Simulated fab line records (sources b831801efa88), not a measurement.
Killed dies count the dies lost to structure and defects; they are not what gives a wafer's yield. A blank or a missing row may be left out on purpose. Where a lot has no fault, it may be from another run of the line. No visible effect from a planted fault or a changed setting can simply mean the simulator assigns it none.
A struck lot beside a sound one    flow sfq line    14 out of 325 route steps
Sound: the wafers L359.1, L359.3, L359.6. Struck: wafer L371.6 (left out: L371.3, L371.5 of the same lot, which were not struck); the cause appears at the end.
Each step with rows lists, per side, the tool, then ch with its chambers, then its first start. Under that, the readings that differ: sound wafers    struck wafers    difference of the means    sigmas: that difference in standard deviations of wafers without a fault.
alike: readings whose means differ by less than 2 such deviations, and words and numbers that are the same on both sides. not compared: withheld readings, readings that some wafer has no value for, bounds like >300 that may hide the same value, and numbers for which the record gives no deviation and whose values overlap.
Wherever a step has rows on one side only, a row that says differs or no value, or a row with sigmas, the two part there. Numbers that have no deviation but don't overlap get no sigmas and don't part them. A reading missing from all wafers of one side parts the sides only when that side holds two or more wafers.

SFQ_INCOMING_BOW_MEAS_900:
  struck on film metro-01, day 3 22:02; sound on film metro-04, day 1 10:00
reading            sound   struck  difference  sigmas
INCOMING_BOW (um)  -3 1 6  14      +13         +2
then, 1 step without rows for these wafers: SFQ_TRILAYER_INCOMING_OXIDATION_002 (target thk 500 nm, ox time 4939 s).
SFQ_TRILAYER_L0_DEP_SPUTTER_003: material MoNx KI, target thk 40 nm, time 100 s.
  struck on pvd sputter-04, day 4 00:29; sound on pvd sputter-05, day 1 12:29
  alike: cathode dc power W, throttle valve pct
SFQ_L0_RS_MEAS_901: measures by four-point-probe.
  struck on film metro-01, day 4 00:36; sound on film metro-02, day 1 12:34
reading                 sound           struck  difference  sigmas
L0_MONX_KI_RS (ohm/sq)  43.1 42.8 43.5  63.1    +20.0       +39
SFQ_L0_THK_MEAS_902: measures by xrf.
  struck on film metro-01, day 4 00:42; sound on film metro-02, day 1 12:41
reading              sound           struck  difference  sigmas
L0_MONX_KI_THK (nm)  40.6 41.1 40.3  31.1    -9.6        -19
then, 6 steps without rows for these wafers: SFQ_TRILAYER_L0_LITHO_COAT_010 (resist thk 62 nm); SFQ_TRILAYER_L0_LITHO_COAT_005 (resist thk 600 nm); SFQ_TRILAYER_L0_LITHO_SOFTBAKE_009; SFQ_TRILAYER_L0_LITHO_EXPOSE_006 (exposes mask L0, target cd 2000 nm); SFQ_TRILAYER_L0_LITHO_PEB_008 (peb time 60 s); SFQ_TRILAYER_L0_LITHO_DEVELOP_007 (time 60 s).
-- the record jumps here: 3 days lie between the struck wafers' starts before and after --
SFQ_TRILAYER_L0_BARC_OPEN_METAL_ETCH_010: etches BARC in O2, target depth 125 nm, time 41.7 s.
  sound on rie metal-02 ch 0,1, day 4 13:03; struck on rie metal-04 ch 1, day 7 07:25
  alike: drypump motor current A, oes product au
  not compared: rf hours counter h
SFQ_TRILAYER_L0_ETCH_METAL_ETCH_008: etches MoNx KI in SF6/O2, stops on SiO2, target depth 50 nm, time 25 s.
  sound on rie metal-02 ch 0,1, day 4 13:07; struck on rie metal-04 ch 1, day 7 07:28
reading                sound              struck  difference  sigmas
oes product au (a.u.)  0.884 0.883 0.875  0.760   -0.121      -17
  alike: drypump motor current A
  not compared: rf hours counter h
SFQ_TRILAYER_L0_STRIP_STRIP_009: strips in O2.
  sound on rie metal-02 ch 0,1, day 4 13:10; struck on rie metal-04 ch 1, day 7 07:42
  alike: drypump motor current A, oes product au
  not compared: rf hours counter h

## WHERE THEY PART
At SFQ_INCOMING_BOW_MEAS_900 first; at SFQ_TRILAYER_L0_ETCH_METAL_ETCH_008 last (within this record only). Later steps at which nothing parts them and some readings are alike: SFQ_TRILAYER_L0_STRIP_STRIP_009.

WHY: whatever the simulator had introduced
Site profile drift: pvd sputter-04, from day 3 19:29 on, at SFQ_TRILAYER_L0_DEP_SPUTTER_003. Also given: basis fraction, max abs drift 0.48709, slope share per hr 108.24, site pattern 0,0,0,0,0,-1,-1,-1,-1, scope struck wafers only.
